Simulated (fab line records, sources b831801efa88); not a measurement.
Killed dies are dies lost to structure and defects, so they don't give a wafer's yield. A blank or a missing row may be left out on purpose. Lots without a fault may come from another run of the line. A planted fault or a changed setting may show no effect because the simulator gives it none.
Which tool did it? | flow gf180mcu | 12 lots, 36 wafers sampled, at 6 steps of a route of 602

WHAT THE GAUGES READ, wafer by wafer
GF_HV_LDD_CD_MEAS_31: target cd 400 nm. Usual: cd_nm 400.6 nm, standard deviation 2.1.
lot  | measured     | on        | cd_nm (nm)        | flag
L466 | day 11 12:07 | cd_sem-01 | 398.2 402.8 401.4 |
L467 | day 11 23:57 | cd_sem-01 | 401.2 399.3 399.0 |
L468 | day 12 08:59 | cd_sem-01 | 398.6 398.6 398.3 |
L470 | day 12 23:05 | cd_sem-01 | 400.7 399.7 399.5 |
L474 | day 14 02:44 | cd_sem-01 | 401.7 399.1 400.2 |
L476 | day 14 20:49 | cd_sem-01 | 400.4 402.1 400.8 |
L480 | day 16 03:49 | cd_sem-01 | 395.3 397.1 400.7 |
L481 | day 16 14:23 | cd_sem-02 | 400.1 400.1 400.0 |
L485 | day 17 23:33 | cd_sem-01 | 400.9 402.3 403.0 |
L487 | day 18 09:13 | cd_sem-02 | 397.1 398.5 398.5 |
L488 | day 18 21:26 | cd_sem-02 | 401.3 400.7 399.5 |
L489 | day 19 04:06 | cd_sem-01 | 399.8 396.3 398.5 |

GF_PSD_RS_MEAS_14: measures by four-point-probe. Usual: NSD_RS 45.76 ohm/sq, standard deviation 0.078.
lot  | measured     | on            | NSD_RS (ohm/sq)                     | flag
L466 | day 14 04:34 | film_metro-01 | 45.86 45.78 45.83                   |
L467 | day 14 17:20 | film_metro-01 | 45.70 45.63 45.76                   |
L468 | day 15 03:17 | film_metro-04 | 45.72 45.83 45.78                   |
L470 | day 15 19:17 | film_metro-02 | 45.72 45.79 45.56                   |
L474 | day 17 01:10 | film_metro-04 | 40.80 40.70 40.73 40.76 40.70 40.70 | OFF
L476 | day 17 19:55 | film_metro-02 | 45.66 45.80 45.72                   |
L480 | day 19 06:28 | film_metro-02 | 40.64 40.59 40.56 40.56 40.56 40.54 | OFF
L481 | day 19 18:50 | film_metro-04 | 45.78 45.74 45.84                   |
L485 | day 21 06:30 | film_metro-01 | 45.74 45.83 45.83                   |
L487 | day 21 15:55 | film_metro-02 | 45.62 45.72 45.73                   |
L488 | day 22 02:46 | film_metro-01 | 45.93 45.81 45.87                   |
L489 | day 22 09:15 | film_metro-04 | 45.68 45.82 45.68                   |

WHICH TOOL RAN EACH LOT (tool, then ch and the chambers of the sampled wafers, then the start)
lot  | GF_HV_LDD_STRIP_10                   | GF_HV_LDD_STRIP_49                   | GF_NSD_IMPLANT_10               | GF_NSD_STRIP_11
L466 | plasma_asher-02 ch 0,1, day 9 23:53  | plasma_asher-02 ch 0,1, day 12 08:32 | implanter-03 ch 0, day 13 07:19 | plasma_asher-03 ch 0,1, day 13 07:28
L467 | plasma_asher-04 ch 0, day 10 11:31   | plasma_asher-02 ch 1, day 12 20:34   | implanter-03 ch 0, day 13 19:52 | plasma_asher-04 ch 0,1, day 13 19:59
L468 | plasma_asher-04 ch 0,1, day 10 18:49 | plasma_asher-04 ch 0,1, day 13 05:22 | implanter-01 ch 0, day 14 05:19 | plasma_asher-04 ch 0,1, day 14 05:26
L470 | plasma_asher-04 ch 0,1, day 11 08:46 | plasma_asher-01 ch 0,1, day 13 20:28 | implanter-01 ch 0, day 14 20:46 | plasma_asher-03 ch 0,1, day 14 20:53
L474 | plasma_asher-04 ch 0,1, day 12 10:41 | plasma_asher-01 ch 0,1, day 15 00:55 | implanter-03 ch 0, day 16 02:10 | plasma_asher-03 ch 0,1, day 16 02:38
L476 | plasma_asher-04 ch 0,1, day 13 03:17 | plasma_asher-02 ch 0,1, day 15 19:40 | implanter-03 ch 0, day 16 20:56 | plasma_asher-03 ch 0,1, day 16 21:05
L480 | plasma_asher-02 ch 0,1, day 14 07:29 | plasma_asher-04 ch 0,1, day 17 02:38 | implanter-03 ch 0, day 18 05:22 | plasma_asher-01 ch 0,1, day 18 05:50
L481 | plasma_asher-01 ch 1, day 14 17:19   | plasma_asher-04 ch 1, day 17 13:13   | implanter-03 ch 0, day 18 18:00 | plasma_asher-04 ch 0,1, day 18 18:07
L485 | plasma_asher-02 ch 0,1, day 16 02:10 | plasma_asher-01 ch 0,1, day 19 00:24 | implanter-03 ch 0, day 20 06:17 | plasma_asher-04 ch 0,1, day 20 06:25
L487 | plasma_asher-04 ch 0,1, day 16 10:48 | plasma_asher-02 ch 0,1, day 19 09:57 | implanter-01 ch 0, day 20 15:25 | plasma_asher-01 ch 0,1, day 20 15:34
L488 | plasma_asher-04 ch 0,1, day 16 22:37 | plasma_asher-01 ch 0,1, day 19 22:37 | implanter-04 ch 0, day 21 02:49 | plasma_asher-03 ch 0,1, day 21 02:58
L489 | plasma_asher-02 ch 0,1, day 17 05:03 | plasma_asher-02 ch 0,1, day 20 05:45 | implanter-04 ch 0, day 21 09:10 | plasma_asher-01 ch 0,1, day 21 09:18
- GF_HV_LDD_STRIP_10: strips in O2/N2.
- GF_HV_LDD_STRIP_49: strips in O2/N2.
- GF_NSD_IMPLANT_10
- GF_NSD_STRIP_11: strips in O2/N2.

WHAT THE TOOLS THEMSELVES READ (means of the sampled wafers that have a number; where no wafer has one, the mark that the record gives instead)
GF_HV_LDD_STRIP_10. Usual: drypump_motor_current_A 5.65 A, standard deviation 0.26; heater_power_w 371 W, standard deviation 19; oes_product_au 0.716 a.u., standard deviation 0.005; strip_time_to_endpoint_s 12.63 s, standard deviation 0.033.
lot  | tool            | drypump_motor_current_A (A) | heater_power_w (W) | oes_product_au (a.u.) | strip_time_to_endpoint_s (s) | flag
L466 | plasma_asher-02 | 5.89                        | 390                | 0.713                 | 12.63                        |
L467 | plasma_asher-04 | 5.45                        | 366                | 0.719                 | 12.62                        |
L468 | plasma_asher-04 | 5.52                        | 367                | 0.718                 | 12.62                        |
L470 | plasma_asher-04 | 5.52                        | 371                | 0.711                 | 12.72                        |
L474 | plasma_asher-04 | 5.52                        | 371                | 0.717                 | 12.66                        |
L476 | plasma_asher-04 | 5.50                        | 373                | 0.717                 | 12.64                        |
L480 | plasma_asher-02 | 5.83                        | 389                | 0.713                 | 12.66                        |
L481 | plasma_asher-01 | 6.30                        | 317                | 0.715                 | 12.66                        |
L485 | plasma_asher-02 | 5.83                        | 388                | 0.720                 | 12.61                        |
L487 | plasma_asher-04 | 5.51                        | 366                | 0.722                 | 12.61                        |
L488 | plasma_asher-04 | 5.51                        | 370                | 0.720                 | 12.66                        |
L489 | plasma_asher-02 | 5.88                        | 386                | 0.716                 | 12.59                        |

GF_HV_LDD_STRIP_49. Usual: drypump_motor_current_A 5.7 A, standard deviation 0.37; heater_power_w 360 W, standard deviation 26; oes_product_au 0.716 a.u., standard deviation 0.0046; strip_time_to_endpoint_s 12.53 s, standard deviation 0.036.
lot  | tool            | drypump_motor_current_A (A) | heater_power_w (W) | oes_product_au (a.u.) | strip_time_to_endpoint_s (s) | flag
L466 | plasma_asher-02 | 5.9                         | 386                | 0.713                 | 12.53                        |
L467 | plasma_asher-02 | 6.0                         | 385                | 0.720                 | 12.54                        |
L468 | plasma_asher-04 | 5.5                         | 367                | 0.718                 | 12.48                        |
L470 | plasma_asher-01 | 5.5                         | 334                | 0.717                 | 12.50                        |
L474 | plasma_asher-01 | 5.6                         | 338                | 0.715                 | 12.56                        |
L476 | plasma_asher-02 | 5.8                         | 383                | 0.717                 | 12.54                        |
L480 | plasma_asher-04 | 5.5                         | 372                | 0.718                 | 12.54                        |
L481 | plasma_asher-04 | 5.5                         | 370                | 0.717                 | 12.51                        |
L485 | plasma_asher-01 | 5.5                         | 332                | 0.718                 | 12.58                        |
L487 | plasma_asher-02 | 5.8                         | 387                | 0.716                 | 12.60                        |
L488 | plasma_asher-01 | 5.9                         | 324                | 0.719                 | 12.58                        |
L489 | plasma_asher-02 | 5.8                         | 392                | 0.710                 | 12.50                        |

GF_NSD_STRIP_11. Usual: drypump_motor_current_A 5.8 A, standard deviation 0.45; heater_power_w 337 W, standard deviation 29; oes_product_au 0.486 a.u., standard deviation 0.0048; strip_time_to_endpoint_s 23.13 s, standard deviation 0.041.
lot  | tool            | drypump_motor_current_A (A) | heater_power_w (W) | oes_product_au (a.u.) | strip_time_to_endpoint_s (s) | flag
L466 | plasma_asher-03 | 5.9                         | 309                | 0.485                 | 23.11                        |
L467 | plasma_asher-04 | 5.6                         | 372                | 0.482                 | 23.18                        |
L468 | plasma_asher-04 | 5.5                         | 374                | 0.485                 | 23.11                        |
L470 | plasma_asher-03 | 6.2                         | 306                | 0.485                 | 23.15                        |
L474 | plasma_asher-03 | 5.9                         | 313                | 0.482                 | 23.57                        | OFF
L476 | plasma_asher-03 | 5.9                         | 311                | 0.484                 | 23.14                        |
L480 | plasma_asher-01 | 5.9                         | 325                | 0.484                 | 23.65                        | OFF
L481 | plasma_asher-04 | 5.5                         | 369                | 0.487                 | 23.09                        |
L485 | plasma_asher-04 | 5.5                         | 373                | 0.487                 | 23.12                        |
L487 | plasma_asher-01 | 5.9                         | 326                | 0.482                 | 23.14                        |
L488 | plasma_asher-03 | 6.2                         | 325                | 0.487                 | 23.12                        |
L489 | plasma_asher-01 | 5.9                         | 324                | 0.487                 | 23.12                        |

THE ANSWER, worked out from the rows above alone
Rule: a lot is off if the mean of its wafers that have a number lies more than 3 standard deviations from the usual mean. A lot without any number at a reading at which 4 lots or more have one is off too. The other lots that the step has rows for count as sound. The gauges are gone through in route order, then the tools' own readings, and for those a lot's mean is taken as printed above. The first step at which some lot is off is used, and at that step the reading that is off furthest; a lot without a number counts as furthest.
Off: L474, L480, at GF_PSD_RS_MEAS_14 (NSD_RS).
A tool fits if, at a process step before that reading, it ran every lot that is off, and no sound lot after the first of them. The gauges at GF_PSD_RS_MEAS_14 aren't tried: what is off there is off at GF_NSD_STRIP_11 too, on other tools, and a gauge's error can't cause that. None of those tried fits.

WHAT THE SIMULATOR HAD PUT IN
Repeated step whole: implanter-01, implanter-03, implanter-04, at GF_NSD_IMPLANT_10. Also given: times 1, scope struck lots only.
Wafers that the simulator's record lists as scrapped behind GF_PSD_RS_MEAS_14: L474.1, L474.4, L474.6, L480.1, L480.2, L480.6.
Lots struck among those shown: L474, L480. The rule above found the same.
